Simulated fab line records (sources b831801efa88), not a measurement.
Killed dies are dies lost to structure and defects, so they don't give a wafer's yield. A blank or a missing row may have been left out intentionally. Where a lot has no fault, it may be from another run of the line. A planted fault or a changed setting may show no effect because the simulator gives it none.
The tool behind it: which one? + flow sky130 + 6 lots (18 wafers sampled), 1 step of a 708-step route

WHAT EACH GAUGE READ, for each wafer
SKY_FIELD_ISO_THK_MEAS_25.
| lot  | measured    | on            | FIELD_ISO_CVD_24_THK (nm) |
|------|-------------|---------------|---------------------------|
| L206 | day 3 09:01 | film-metro-01 | 600 599 594               |
| L210 | day 4 00:09 | film-metro-02 | 601 605 606               |
| L215 | day 5 05:45 | film-metro-03 | 604 603 595               |
| L218 | day 5 17:58 | film-metro-01 | 593 592 589               |
| L220 | day 6 05:09 | film-metro-02 | 595 583 589               |
| L223 | day 7 05:13 | film-metro-02 | 601 604 596               |

WHAT TOOL EACH LOT RAN ON (gives the tool, then ch and the chambers of the sampled wafers, and finally the start)
There is no process step in the record ahead of these readings.

THE ANSWER, worked out from the rows above alone
Rule: usual is defined by the lots themselves. The widest of any qualifying gaps counts: lots, ordered by their means at a reading, are off when they make up no more than a third of the lots, leave a main group of 4 or more, and stand apart from it by 3 or more times the standard deviation of that group's means. Not used: any main group whose means are identical at the precision the tables above print for the reading. Also off: a lot with no number at a reading for which 4 or more lots have one. Where the step has rows for the other lots, those lots are counted as sound.
Nothing can be told from this: no lot is off at any reading shown.

WHAT WAS PUT IN BY THE SIMULATOR
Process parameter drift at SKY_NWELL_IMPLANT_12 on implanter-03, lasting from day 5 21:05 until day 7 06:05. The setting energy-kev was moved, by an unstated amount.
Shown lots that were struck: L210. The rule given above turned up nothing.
